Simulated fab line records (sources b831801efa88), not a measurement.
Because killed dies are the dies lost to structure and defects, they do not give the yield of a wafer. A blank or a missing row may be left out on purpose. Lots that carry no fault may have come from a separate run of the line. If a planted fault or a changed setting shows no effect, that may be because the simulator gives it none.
2 desks, one fault    flow sky130    every desk sees just its own numbers, and what lay behind them comes last

METROLOGY DESK
What the gauges read, lot by lot, whatever tool the lot ran on: means of the sampled wafers that have a number. Any lot whose mean is over 4 standard deviations away from the usual mean is out of limits and marked OUT; that distance is given in the brackets.
Columns: A = FIELD_ISO_CVD_03_THK at SKY_FIELD_ISO_THK_MEAS_04, usual 163.9 nm; B = FIELD_ISO_CVD_24_THK at SKY_FIELD_ISO_THK_MEAS_25, usual 597 nm; C = VT_ADJUST_LVTN_TW at SKY_VT_ADJUST_LVTN_TW_MEAS_10, usual 241.8; D = SONOS_ONO_CVD_04_THK at SKY_SONOS_ONO_THK_MEAS_05, usual 5.74 nm
lot   first seen here  A      B    C      D
L493  day 1 15:22      166.5  598  242.7  5.77
L494  day 1 18:58      162.1  599  241.9  5.63
L495  day 1 23:49      163.4  597  241.8  5.64
L496  day 2 05:53      165.2  605  239.7  9.25 (+37) OUT
L497  day 2 11:10      164.8  592  243.2  8.96 (+34) OUT
L506  day 4 07:52      162.4  601  242.7  5.77
L507  day 4 17:25      164.7  588  240.2  5.70
L508  day 4 17:25      160.2  599  241.3  5.79
L509  day 5 03:13      163.3  597  241.7  5.78
L511  day 5 09:44      165.0  586  241.2  5.81
L510  day 5 09:44      162.8  601  241.5  5.71
L513  day 5 19:06      164.7  594  242.2  5.77
L516  day 6 08:55      165.7  601  241.7  5.88
This desk's result: L496, L497 out of limits, first on L496 (SONOS_ONO_CVD_04_THK at SKY_SONOS_ONO_THK_MEAS_05), day 12 08:46. Within limits: L493, L494, L495, L506, L507, L508, L509, L511, L510, L513, L516.

DESK OF THE TOOL OWNER: lpcvd-03
The tool's own readings at SKY_SONOS_ONO_CVD_04 (deposits SiO2 from SiH4/N2O, target thk 5.7199 nm): means of the sampled wafers that have a number, for each lot that ran on this tool. Any lot whose mean is over 4 standard deviations away from the usual mean is out of limits and marked OUT; that distance is given in the brackets. Of its 9 readings 7 are shown: the one that was out of limits first, and those that lie furthest out on some lot.
Columns: A = spikeTcBottomC at SKY_SONOS_ONO_CVD_04, usual 916.2 C; B = spikeTcCentreC at SKY_SONOS_ONO_CVD_04, usual 899.5 C; C = spikeTcLowerC at SKY_SONOS_ONO_CVD_04, usual 900.8 C; D = spikeTcTopC at SKY_SONOS_ONO_CVD_04, usual 913.0 C; E = spikeTcUpperC at SKY_SONOS_ONO_CVD_04, usual 899.9 C; F = susceptorTempC at SKY_SONOS_ONO_CVD_04, usual 900.0 C; G = zonePowerCentrePct at SKY_SONOS_ONO_CVD_04, usual 17.50 %
lot   first seen here  A                B                C                D                E                F                        G
L493  day 11 12:02     918.3            898.5            900.3            909.2            900.8            900.6                    17.94
L494  day 11 16:04     919.8            899.3            899.6            908.9            901.6            900.2                    17.92
L495  day 11 23:30     915.5            899.3            900.5            914.4            898.5            899.7                    17.26
L496  day 12 07:31     965.5 (+22) OUT  946.4 (+43) OUT  946.0 (+41) OUT  955.1 (+16) OUT  946.9 (+36) OUT  947.3 (+99 or more) OUT  20.01 (+8.4) OUT
L497  day 12 17:24     962.0 (+21) OUT  946.6 (+43) OUT  947.1 (+42) OUT  960.0 (+17) OUT  945.7 (+35) OUT  946.3 (+99 or more) OUT  19.41 (+6.4) OUT
L506  day 16 02:26     915.2            900.9            901.2            914.7            899.3            899.9                    17.33
L507  day 16 11:38     914.8            900.2            901.6            914.4            899.0            899.9                    17.33
L508  day 16 17:24     918.3            900.0            899.7            908.6            901.3            900.5                    17.81
L509  day 16 20:14     919.5            898.6            900.3            908.8            901.1            900.5                    17.93
L510  day 17 12:36     920.8            899.0            899.9            908.6            901.2            899.5                    17.98
L511  day 17 12:36     914.0            899.4            900.8            914.6            899.5            899.8                    17.42
L513  day 18 04:09     915.1            899.1            900.2            914.0            899.0            899.9                    17.41
L516  day 19 05:28     914.9            900.8            901.3            914.5            900.0            899.7                    17.36
This desk finds L496, L497 out of limits, L496 being first, at day 12 07:31 (spikeTcBottomC at SKY_SONOS_ONO_CVD_04). Within limits: L493, L494, L495, L506, L507, L508, L509, L510, L511, L513, L516.

ALL TOGETHER
The tool owner's desk could have raised an alarm at day 12 07:31, on L496, L497.
An alarm was possible from the metrology desk at day 12 08:46, on L496, L497.
SKY_SONOS_ONO_CVD_04 was run on lpcvd-03 by each of the lots named.

WHAT THE SIMULATOR PUT IN
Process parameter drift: lpcvd-03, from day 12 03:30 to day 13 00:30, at SKY_SONOS_ONO_CVD_04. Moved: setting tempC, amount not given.
Shown lots that were struck: L496, L497.
Time in hours from fault onset to the first out-of-limits reading at each desk: tool owner's desk 4, metrology desk 5.
